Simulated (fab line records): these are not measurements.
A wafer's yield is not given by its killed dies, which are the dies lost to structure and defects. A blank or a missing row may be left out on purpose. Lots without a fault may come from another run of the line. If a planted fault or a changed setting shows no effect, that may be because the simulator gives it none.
The tool behind it: which one? + flow sky130 + 6 lots with 18 wafers sampled at 2 steps, on a route of 708 steps

WHAT EACH GAUGE READ, for each wafer
SKY_VT_ADJUST_PCH_OVL_MEAS_07.
| lot  | measured     | on         | VT_ADJUST_PCH_OVL (nm) |
|------|--------------|------------|------------------------|
| L131 | day 11 02:03 | overlay-02 | 0.5 0.4 -0.5           |
| L133 | day 11 19:02 | overlay-01 | -0.6 -0.9 -1.5         |
| L142 | day 14 12:22 | overlay-02 | 3.1 2.3 2.7            |
| L149 | day 16 11:07 | overlay-02 | 0.5 0.0 -1.0           |
| L151 | day 17 05:09 | overlay-02 | 1.0 -0.8 0.5           |
| L153 | day 17 19:13 | overlay-01 | -3.3 -3.3 -2.7         |

EACH LOT AND THE TOOL THAT RAN IT (in order: tool; ch and the chambers of the sampled wafers; start)
| lot  | SKY_VT_ADJUST_HVTR_STRIP_10          |
|------|--------------------------------------|
| L131 | plasma asher-01 ch 0,1, day 10 03:28 |
| L133 | plasma asher-01 ch 0,1, day 10 19:34 |
| L142 | plasma asher-02 ch 0,1, day 13 10:53 |
| L149 | plasma asher-01 ch 0,1, day 15 07:30 |
| L151 | plasma asher-03 ch 1, day 16 00:39   |
| L153 | plasma asher-01 ch 0,1, day 16 13:48 |
- SKY_VT_ADJUST_HVTR_STRIP_10: strips in O2/N2.

THE ANSWER, worked out from the rows above alone
Rule: what is usual is taken from the lots themselves. The widest of any qualifying gaps counts: lots, ordered by their means at a reading, are off when they make up no more than a third of the lots, leave a main group of 4 or more, and stand apart from it by 3 or more times the standard deviation of that group's means. A main group whose means are all the same, to the digits that the tables above print for the reading, isn't used. Also off: a lot with no number at a reading for which 4 or more lots have one. The other lots that the step has rows for count as sound.
None of the lots is off at any reading shown; this tells nothing.

WHAT THE SIMULATOR HAD INSERTED
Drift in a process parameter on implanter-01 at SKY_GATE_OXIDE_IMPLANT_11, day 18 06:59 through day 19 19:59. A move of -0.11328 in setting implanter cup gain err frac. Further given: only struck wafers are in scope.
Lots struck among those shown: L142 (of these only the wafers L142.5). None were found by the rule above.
